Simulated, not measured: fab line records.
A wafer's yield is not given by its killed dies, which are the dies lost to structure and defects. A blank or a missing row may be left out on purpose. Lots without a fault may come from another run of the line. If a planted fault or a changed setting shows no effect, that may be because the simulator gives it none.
fab line records	flow sky130
record: lots: 5	wafers: 15	last_day: 50
route steps=708 shown VIA1@472 METAL2@483
lots untouched by any fault: they come from a run of this same line in which no faults occurred
start_h: hours from the record's first day to the start of the lot's first wafer shown	wait_h: hours from the lot's prior step to this one	" repeats the value in the row above	L1.1+2: several wafers, shown together as one row	- no value, or no start was given	* or withheld: withheld	< > ~ a bound
route shown NAME@n: names a module that has steps shown in the file, with the first one's number in the route	usual: average and standard deviation across the fault-free wafers	same: alike in all rows	chamber/n: place in a boat	sites: each site's reading	_std_site: their standard deviation	_edge_site: the outer-site mean with the inner-site mean subtracted	radius_mm: for every site, how far away it sits from the centre of the wafer	mask NAME#n: copy n	behind: the most recent tool/chamber to have shaped the wafer	hold: what put the lot on hold/how long, in hours/how the hold closed	device: the n, p or np transistor that did not switch	end of line: tests of these same wafers at the route's end	a step given without rows: its recipe and nothing more	killed: dies lost to structure and defects at the first sort, not the wafer's yield	map: dies across one wafer; x = killed, . = not, _ = none there
set.NAME: the setting the step ran with; set.NAME@STEP: the setting that earlier step ran with	model.NAME: the simulator's own value behind a step, which no gauge read
certain route steps with their lots: each step a table, each wafer a row
services: when a tool's chamber went out of use (start_h, in hours from the record's first day, below 0 if earlier), for how many hours, and the reason
== steps ==
step: SKY_VIA1_ETCH_14
recipe: chemistry: N2/H2	target: BARC	ion_energy_ev: 200	source_w: 500	bias_w: 100	pressure_mtorr: 30	n2_flow_sccm: 100	h2_flow_sccm: 200	stop_on: SiO2	time_s: 45.9	target_depth_a: 600
usual: bias_w: 100.0/0.3	drypump_motor_current_A: 5.9/0.34	oes_product_au: 0.855/0.0053	throttle_valve_pct: 13.226/0.0092
lot.wafer	tool	chamber	start_h	wait_h	bias_w	drypump_motor_current_A	oes_product_au	rf_hours_counter_h	throttle_valve_pct
L841.3	rie_diel-04	3	857.63	0.0	100.1	6.8	0.846	18	13.218
L841.4	"	1	"	"	99.9	6.0	0.859	14	13.219
L841.5	"	0	"	"	99.5	6.2	0.847	-	13.220
L843.2	rie_diel-01	2	870.23	0.0	100.2	6.2	0.862	12	13.227
L843.3	"	0	"	"	100.3	5.9	0.858	11	13.222
L843.5	"	3	"	"	99.7	5.4	0.861	-	13.220
L847.2	rie_diel-01	3	902.20	0.0	100.2	5.4	0.852	8	13.221
L847.3	"	0	"	"	99.6	5.9	0.846	12	13.251
L847.6	"	0	"	"	100.0	5.9	0.854	-	13.236
L854.2	rie_diel-01	1	949.71	0.0	99.7	5.8	0.854	8	13.217
L854.3	"	3	"	"	100.6	5.4	0.859	10	13.213
L854.6	"	0	"	"	100.2	5.9	0.854	-	13.237
L855.4	rie_diel-01	3	958.08	0.0	100.2	5.4	0.853	10	13.225
L855.5	"	2	"	"	100.1	6.1	0.855	-	13.230
L855.6	"	3	"	"	100.1	5.4	0.856	-	13.236
step: SKY_VIA1_ETCH_15
recipe: target: SiO2	chemistry: C4F8/O2/Ar	target_depth_nm: 351	stop_on: TiN	mask_material: KrF-thick	source_w: 1500	bias_w: 1200	pressure_mtorr: 40	c4f8_flow_sccm: withheld	O2_flow_sccm: 6	Ar_flow_sccm: 300	time_s: 54
step: SKY_VIA1_STRIP_16
recipe: chemistry: O2/N2	power_w: 1400	pressure_mtorr: 1500	platen_temp_c: withheld	o2_flow_sccm: 3000	n2_flow_sccm: 300	overash_fraction: 0.5
usual: drypump_motor_current_A: 5.6/0.39	o2_flow_sccm: 3002/8.4	oes_product_au: 0.415/0.0047	strip_time_to_endpoint_s: 4.465/0.021
same: overash_fraction: 0.5
lot.wafer	tool	chamber	start_h	wait_h	drypump_motor_current_A	o2_flow_sccm	oes_product_au	rf_hours_counter_h	strip_time_to_endpoint_s
L841.3	plasma_asher-02	1	857.75	0.1	5.8	3021	0.417	-	4.428
L841.4	"	0	"	"	6.1	3008	0.417	-	4.476
L841.5	"	0	"	"	6.1	3011	0.411	-	4.458
L843.2	plasma_asher-02	1	870.32	0.0	5.8	3004	0.415	43	4.478
L843.3	"	0	"	"	6.1	2994	0.422	-	4.498
L843.5	"	0	"	"	6.1	2988	0.421	-	4.475
L847.2	plasma_asher-04	1	902.29	0.0	5.8	3016	0.410	81	4.460
L847.3	"	1	"	"	5.8	3012	0.415	-	4.466
L847.6	"	1	"	"	5.8	2994	0.415	-	4.469
L854.2	plasma_asher-04	0	949.80	0.0	5.4	2993	0.409	85	4.472
L854.3	"	0	"	"	5.4	2989	0.417	-	4.459
L854.6	"	0	"	"	5.4	3004	0.418	-	4.477
L855.4	plasma_asher-02	0	958.20	0.1	6.1	3014	0.415	-	4.466
L855.5	"	1	"	"	5.8	2992	0.415	-	4.470
L855.6	"	0	"	"	6.1	3016	0.409	-	4.461
step: SKY_VIA1_STRIP_17
recipe: chemistry: post_etch_residue_remover	time_s: 1200	temp_c: 72.5
step: SKY_VIA1_CLEAN_18
recipe: chemistry: IPA	time_s: 180	temp_c: 25
step: SKY_VIA1_CLEAN_19
recipe: chemistry: O3/DIW	dry: n2_spin
step: SKY_VIA1_SPUTTER_20
recipe: material: TiN	target_thk_nm: 20	chamber_pressure_pa: 5	power_w: 4000	time_s: 80
usual: cathode_dc_power_W: 4000.0/0.72	throttle_valve_pct: 30.1/0.93
lot.wafer	tool	chamber	start_h	wait_h	cathode_dc_power_W	throttle_valve_pct
L841.3	pvd_sputter-03	-	858.35	0.0	4000.1	29.7
L841.4	"	-	"	"	3999.1	29.1
L841.5	"	-	"	"	3999.6	29.8
L843.2	pvd_sputter-04	-	870.91	0.0	3999.5	29.2
L843.3	"	-	"	"	3999.1	32.7
L843.5	"	-	"	"	4001.0	29.4
L847.2	pvd_sputter-03	-	902.89	0.0	4000.6	29.6
L847.3	"	-	"	"	3999.3	29.0
L847.6	"	-	"	"	4000.1	29.1
L854.2	pvd_sputter-03	-	950.39	0.0	4000.6	30.0
L854.3	"	-	"	"	3999.7	29.7
L854.6	"	-	"	"	4000.1	29.4
L855.4	pvd_sputter-04	-	958.79	0.0	4001.8	32.2
L855.5	"	-	"	"	4000.1	29.2
L855.6	"	-	"	"	3999.6	29.1
step: SKY_VIA1_CVD_21
recipe: material: W	target_thk_nm: 270	time_s: 80.902	temp_c: 400	pressure_torr: 40
usual: heater_power_w: 856/64
lot.wafer	tool	chamber	start_h	wait_h	heater_power_w	since_wet_clean_h
L841.3	cvd_w-02	0	858.45	0.1	937	-
L841.4	"	1	"	"	873	-
L841.5	"	0	"	"	937	-
L843.2	cvd_w-02	1	870.97	0.0	870	467
L843.3	"	1	"	"	876	-
L843.5	"	1	"	"	865	-
L847.2	cvd_w-01	0	902.95	0.0	817	999
L847.3	"	0	"	"	827	-
L847.6	"	1	"	"	785	-
L854.2	cvd_w-02	0	950.45	0.0	929	546
L854.3	"	0	"	"	952	-
L854.6	"	1	"	"	873	-
L855.4	cvd_w-02	0	958.85	0.0	930	-
L855.5	"	1	"	"	838	-
L855.6	"	0	"	"	936	-
step: SKY_VIA1_RS_MEAS_22
recipe: thk_meas_gauge: four-point-probe	reads: W_of_VIA1_CVD_21+TiN_of_VIA1_SPUTTER_20
usual: VIA1_W_RS: 0.428/0.0061
lot.wafer	tool	chamber	start_h	wait_h	VIA1_W_RS[ohm/sq]
L841.3	film_metro-01	-	858.55	0.1	0.437
L841.4	"	-	"	"	0.424
L841.5	"	-	"	"	0.438
L843.2	film_metro-02	-	871.08	0.1	0.421
L843.3	"	-	"	"	0.419
L843.5	"	-	"	"	0.416
L847.2	film_metro-04	-	903.06	0.1	0.431
L847.3	"	-	"	"	0.431
L847.6	"	-	"	"	0.437
L854.2	film_metro-01	-	950.57	0.1	0.431
L854.3	"	-	"	"	0.428
L854.6	"	-	"	"	0.425
L855.4	film_metro-04	-	958.97	0.1	0.432
L855.5	"	-	"	"	0.419
L855.6	"	-	"	"	0.431
step: SKY_VIA1_THK_MEAS_23
recipe: thk_meas_gauge: xrf	reads: W_of_VIA1_CVD_21
usual: VIA1_W_THK: 273/4.8
lot.wafer	tool	chamber	start_h	wait_h	VIA1_W_THK[nm]
L841.3	film_metro-01	-	858.65	0.1	266
L841.4	"	-	"	"	274
L841.5	"	-	"	"	266
L843.2	film_metro-02	-	871.19	0.1	279
L843.3	"	-	"	"	280
L843.5	"	-	"	"	282
L847.2	film_metro-04	-	903.17	0.1	269
L847.3	"	-	"	"	268
L847.6	"	-	"	"	265
L854.2	film_metro-01	-	950.68	0.1	275
L854.3	"	-	"	"	273
L854.6	"	-	"	"	275
L855.4	film_metro-04	-	959.06	0.1	269
L855.5	"	-	"	"	278
L855.6	"	-	"	"	270
step: SKY_VIA1_CMP_24
recipe: stop_on: SiO2	t_overpolish_s: 15	down_force_psi: 3.5	platen_rpm: 60	target_thk_nm: 0	pad_velocity_m_s: 0.94248
usual: head_pressure_psi: 3.501/0.0079	motor_current_A: 11.1/0.97	overpolish_run_s: 15.001/0.0084	time_to_endpoint_s: 65.3/3
lot.wafer	tool	chamber	start_h	wait_h	head_pressure_psi	motor_current_A	overpolish_run_s	time_to_endpoint_s
L841.4	cmp-02	3	858.69	0.0	3.507	11.0	14.992	67.9
L841.3	"	2	"	"	3.506	10.1	15.004	65.3
L841.5	"	0	"	"	3.491	9.8	14.992	65.5
L843.3	cmp-02	1	871.24	0.0	3.509	11.4	14.987	64.9
L843.2	"	0	"	"	3.494	10.8	15.002	69.4
L843.5	"	2	"	"	3.515	9.8	15.008	69.2
L847.2	cmp-01	1	903.54	0.4	3.491	11.8	14.998	62.3
L847.3	"	3	"	"	3.503	11.2	15.004	63.7
L847.6	"	0	"	"	3.497	11.5	15.009	63.2
L854.3	cmp-01	0	950.73	0.0	3.507	11.8	14.993	63.7
L854.2	"	2	"	"	3.492	12.2	15.008	63.4
L854.6	"	1	"	"	3.503	12.3	15.010	63.5
L855.4	cmp-02	0	959.19	0.1	3.489	10.3	14.996	64.5
L855.6	"	2	"	"	3.501	9.9	15.007	65.3
L855.5	"	3	"	"	3.509	11.2	14.992	67.3
step: SKY_METAL2_SPUTTER_00
recipe: material: Ti	target_thk_nm: 15	power_w: 3000	time_s: 10	chamber_pressure_pa: 0.4
step: SKY_METAL2_SPUTTER_01
recipe: material: TiN	target_thk_nm: 20	power_w: 6500	time_s: 16.7	chamber_pressure_pa: 0.4
usual: cathode_dc_power_W: 6500.0/1.2	throttle_valve_pct: 30.3/1.1
lot.wafer	tool	chamber	start_h	wait_h	cathode_dc_power_W	throttle_valve_pct	model.TiN_of_METAL2_SPUTTER_01.thk_nm
L841.3	pvd_sputter-02	-	859.01	0.0	6501.0	29.5	19.84
L841.4	"	-	"	"	6500.3	29.7	19.85
L841.5	"	-	"	"	6500.0	30.2	19.91
L843.2	pvd_sputter-01	-	871.57	0.0	6499.2	30.6	20.02
L843.3	"	-	"	"	6500.0	30.5	20.07
L843.5	"	-	"	"	6499.4	31.1	20.08
L847.2	pvd_sputter-02	-	903.83	0.0	6500.5	29.3	12.56
L847.3	"	-	"	"	6500.0	29.4	19.92
L847.6	"	-	"	"	6499.8	29.1	12.59
L854.2	pvd_sputter-04	-	951.05	0.0	6500.5	29.5	19.94
L854.3	"	-	"	"	6498.4	31.6	20.06
L854.6	"	-	"	"	6499.5	29.4	20.03
L855.4	pvd_sputter-01	-	959.43	0.0	6499.8	29.4	20.12
L855.5	"	-	"	"	6498.3	30.4	19.9
L855.6	"	-	"	"	6499.8	30.6	20.04
step: SKY_METAL2_SPUTTER_02
recipe: material: AlCu	target_thk_nm: 250	power_w: 10600	time_s: 13.3	chamber_pressure_pa: 0.4
== services ==
tool	chamber	start_h	hours	kind
pvd_sputter-04	-	834.45	0.6	repair
pvd_sputter-04	-	837.07	1.5	repair
rie_diel-01	2	856.68	12.7	repair
cvd_w-01	1	863.24	12.1	repair
cmp-02	-	864.64	1.4	repair
cmp-01	-	871.36	5.0	pm
cvd_w-01	-	873.75	2.8	pm
cmp-02	-	895.44	0.3	repair
plasma_asher-02	-	897.78	9.1	repair
pvd_sputter-04	-	902.12	25.9	repair
cmp-02	-	902.34	2.1	repair
cvd_w-01	-	904.00	14.0	pm
rie_diel-01	-	908.67	0.7	repair
cmp-01	-	912.00	4.0	pm
rie_diel-01	2	916.61	5.3	repair
cvd_w-01	1	925.40	4.7	repair
cmp-01	-	930.56	11.6	repair
pvd_sputter-02	-	944.13	11.5	repair
rie_diel-04	3	944.46	1.3	repair
cmp-01	-	945.97	1.6	repair
rie_diel-04	1	950.50	15.4	repair
pvd_sputter-04	0	954.33	-	consumable_replace:kit
pvd_sputter-04	0	954.33	18.0	scheduled_down
pvd_sputter-04	0	954.33	18.0	vent_cycle
== key ==
first_sign none at tools or gauges
model_effect: step: SKY_METAL2_SPUTTER_01	value: TiN_of_METAL2_SPUTTER_01.thk_nm	without: 20.07	struck: 12.57
met_at SKY_METAL2_SPUTTER_01
struck_wafers L847.2,L847.6
fault: kind: process_parameter_drift	tool: pvd_sputter-02	chamber: -	onset_h: 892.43	steps: SKY_METAL2_SPUTTER_01	channel: target_thk_nm	offset: -7.4956	shape: step	end_h: 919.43	acts_in: these_recipes_only	stated: 20	scope: struck_wafers_only
